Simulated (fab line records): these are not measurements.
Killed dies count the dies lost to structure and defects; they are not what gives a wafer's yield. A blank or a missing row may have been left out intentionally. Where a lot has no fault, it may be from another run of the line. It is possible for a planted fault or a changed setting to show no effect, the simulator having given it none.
Matching of chambers + flow gf180mcu + pecvd-04 running GF_PASSIVATION_CVD_00: 3 sister chambers
The step deposits SiO2 from TEOS, target thk 1000 nm, time 111.95 s. 6 wafers are shown with their chamber, then 7 later ones without.

EACH WAFER AND ITS CHAMBER
| wafer  | chamber | heater-power-outer-w (W) | heater-power-w (W) |
|--------|---------|--------------------------|--------------------|
| L153.5 | 0       | 451                      | 707                |
| L155.1 | 0       | 449                      | 721                |
| L155.2 | 1       | 368                      | 636                |
| L155.4 | 2       | 458                      | 745                |
| L156.2 | 2       | 383                      | 613                |
| L156.4 | 1       | 265                      | 515                |

WAFERS MISSING THEIR CHAMBER
| wafer  | heater-power-outer-w (W) | heater-power-w (W) |
|--------|--------------------------|--------------------|
| L156.6 | 434                      | 691                |
| L172.2 | 429                      | 698                |
| L172.4 | 356                      | 619                |
| L172.6 | 459                      | 717                |
| L174.1 | 418                      | 680                |
| L174.3 | 409                      | 658                |
| L174.5 | 451                      | 700                |

EACH ONE'S CHAMBER
| wafer  | from the rows above          | in truth |
|--------|------------------------------|----------|
| L156.6 | can't be placed: 2 or 0      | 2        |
| L172.2 | can't be placed: 2 or 0      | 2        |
| L172.4 | can't be placed: 1 or 2 or 0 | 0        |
| L172.6 | can't be placed: 0 or 2      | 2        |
| L174.1 | can't be placed: 2 or 0      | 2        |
| L174.3 | can't be placed: 2 or 0 or 1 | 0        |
| L174.5 | can't be placed: 0 or 2      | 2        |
Correctly placed: 0 of 7. Unplaceable from these rows: 7, with the true chamber sitting among the candidates in 7. Wrongly placed: 0.
How it was worked out, from the rows above alone: a wafer's distance from a chamber is the root of the sum, over the readings, of the square of ((its reading less the chamber's mean) divided by the reading's scatter). If the next closest chamber is less than 2 further off than the closest, the wafer can't be placed; otherwise it belongs to the closest. For every chamber, the mean is computed from those of its wafers that are shown. The scatter: take each reading less its chamber's mean, square it, sum over the shown wafers, divide by the number of wafers less the number of chambers, and take the root.
